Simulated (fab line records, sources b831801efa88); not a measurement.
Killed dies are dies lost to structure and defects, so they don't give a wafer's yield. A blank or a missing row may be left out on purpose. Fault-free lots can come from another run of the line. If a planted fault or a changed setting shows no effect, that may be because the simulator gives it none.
Code-filled problem report in 8D (eight disciplines) form || flow gf180mcu || the parts of the form that need people (team, actions taken, sign-off) are left out

## 1. PROBLEM STATEMENT
A mean of 145.0 s is read at GF_M4_METAL_ETCH_16 for run-length-s, taken on 1 wafer of 1 lot, against 153.7 s (standard deviation 0.7) on wafers free of any fault. That is -12 standard deviations from the usual mean.
The step: etches the open film in Cl2/BCl3, stops on SiO2, target depth 750.8 nm, time 125.1 s.
First observed at day 27 03:25: wafer L931.2, on rie-metal-01. The record has a number at this step for 32 wafers belonging to 11 lots. By rule, "out" or "out of limits" means more than 4 standard deviations away from the usual mean. The other wafers with a number count as sound.

## 2. WHAT IT IS, WHAT IT ISN'T
{"question": "which readings at this step", "is": "run-length-s", "is not": "drypump-motor-current-A, oes-product-au"}
{"question": "which lots", "is": "L931", "is not": "L921, L922, L923, L924, L925, L927, L935, L936, L938, L941"}
{"question": "which wafers of those lots", "is": "L931.2", "is not": "L931.6"}
{"question": "read on which tools", "is": "rie-metal-01", "is not": "rie-metal-02, rie-metal-03"}
{"question": "when", "is": "from day 27 03:25", "is not": "up to then (19 sound wafers); but 12 sound wafers of L935, L936, L938, L941 came after"}

## 3. SUSPECTS, AND WHAT RULES EACH OUT
Counting: any tool at a process step up to the reading remains a suspect provided it ran every lot that is out. Sound lots after the first of them don't rule it out here, since some wafers of a struck lot are sound.
- pvd-sputter-03 at GF_V2_SPUTTER_22 (material TiN, target thk 10 nm, time 40 s): kept. It ran the lot that is out, L931 (day 24 07:25).
- plasma-asher-04 at GF_M3_STRIP_17 (strips in O2/N2): kept. The lot that is out, L931, ran on it at day 25 06:50; the last sound lot it ran before that was L924, at day 22 14:08.
- plasma-asher-03 at GF_V3_STRIP_18 (strips in O2/N2): kept. The lot that is out, L931, ran on it at day 26 05:27; the last sound lot it ran before that was L925, at day 23 21:08.
- rie-metal-01 at GF_M4_METAL_ETCH_16 (etches the open film in Cl2/BCl3, stops on SiO2, target depth 750.8 nm, time 125.1 s): kept. The lot that is out, L931, ran on it at day 27 03:25; the last sound lot it ran before that was L927, at day 25 11:58. Out on those wafers are its own readings of run-length-s.
- Within plasma-asher-04 at GF_M3_STRIP_17, the wafers that are out were processed in chamber 1 and their sound lot-mates in chamber 0.
- Within plasma-asher-03 at GF_V3_STRIP_18, the wafers that are out were processed in chamber 1 and their sound lot-mates in chamber 0.
Left after counting: pvd-sputter-03 at GF_V2_SPUTTER_22, plasma-asher-04 at GF_M3_STRIP_17, plasma-asher-03 at GF_V3_STRIP_18, rie-metal-01 at GF_M4_METAL_ETCH_16.

## 4. THE CAUSE (what the simulator had put in)
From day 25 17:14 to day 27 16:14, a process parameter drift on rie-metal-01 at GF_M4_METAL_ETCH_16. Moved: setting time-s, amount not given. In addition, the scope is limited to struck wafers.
This tool is one of the 4 suspects left after counting.

## 5. SEQUENCE OF EFFECTS, ordered by route
One row per reading whose mean, taken over the struck wafers that have a number, lies over 3 standard deviations from the usual. Only readings whose record carries a usual standard deviation are examined. hours: median over the lots of the time between each lot's start at the first step of this table that gives one and its start at this step. sigmas: the change, counted in usual standard deviations.
{"hours": 0, "step": "GF_M4_METAL_ETCH_16", "reading": "run-length-s", "usual": "153.7 s", "on struck wafers": 145.0, "change": -8.7, "sigmas": -12}
{"hours": 0, "step": "GF_M4_STRIP_17", "reading": "strip-time-to-endpoint-s", "usual": "7.37 s", "on struck wafers": 7.56, "change": "+0.19", "sigmas": "+3.0"}
It contains these process steps:
- GF_M4_METAL_ETCH_16: etches the open film in Cl2/BCl3, stops on SiO2, target depth 750.8 nm, time 125.1 s.
- GF_M4_STRIP_17: strips in O2/N2.

## 6. HOW IT WOULD HAVE BEEN CAUGHT EARLIER
34 hours passed between the start of the fault at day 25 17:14 and the first reading out of limits in this record, taken at day 27 03:25.
